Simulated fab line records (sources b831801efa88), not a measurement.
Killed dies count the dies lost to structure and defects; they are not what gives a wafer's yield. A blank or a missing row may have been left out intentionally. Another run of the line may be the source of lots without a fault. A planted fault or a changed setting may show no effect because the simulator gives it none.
2 desks looking at one fault -- flow gf180mcu -- what lay behind the numbers comes last; until then each desk has only its own

== METROLOGY DESK ==
Lot by lot, what the gauges showed, no matter which tool ran the lot: averages of those sampled wafers that carry a number. The brackets show how far a lot's mean lies from the usual mean; more than 4 standard deviations puts the lot out of limits, marked OUT.
Columns: A = CONTACT_W_RS at GF_CONTACT_RS_MEAS_25, usual 0.384 ohm/sq; B = CONTACT_W_THK at GF_CONTACT_THK_MEAS_26, usual 301 nm
lot,first seen here,A,B
L783,day 16 20:10,0.382,301
L784,day 17 06:41,0.388,299
L787,day 18 12:58,0.389,297
L802,day 23 16:07,0.382,302
L804,day 24 04:33,0.379,304
This desk found nothing out of limits on any of the 5 lots.

== THE TOOL OWNER'S DESK: pvdSputter-01 ==
The tool's own readings at GF_M1_SPUTTER_03 (material Ti, target thk 10 nm, time 6.7 s): means of the sampled wafers that have a number, for each lot that ran on this tool. The brackets show how far a lot's mean lies from the usual mean; more than 4 standard deviations puts the lot out of limits, marked OUT.
Columns: A = substrateTempC at GF_M1_SPUTTER_03, usual 300.01 C; B = throttleValvePct at GF_M1_SPUTTER_03, usual 29.8 %
lot,first seen here,A,B
L783,day 16 20:49,300.03,30.4
L802,day 23 16:45,299.92,30.4
This desk found nothing out of limits on any of the 2 lots.

== BROUGHT TOGETHER ==
From the metrology desk's view, nothing was out of limits.
Nothing out of limits was seen by the tool owner's desk.

== WHAT THE SIMULATOR PUT IN ==
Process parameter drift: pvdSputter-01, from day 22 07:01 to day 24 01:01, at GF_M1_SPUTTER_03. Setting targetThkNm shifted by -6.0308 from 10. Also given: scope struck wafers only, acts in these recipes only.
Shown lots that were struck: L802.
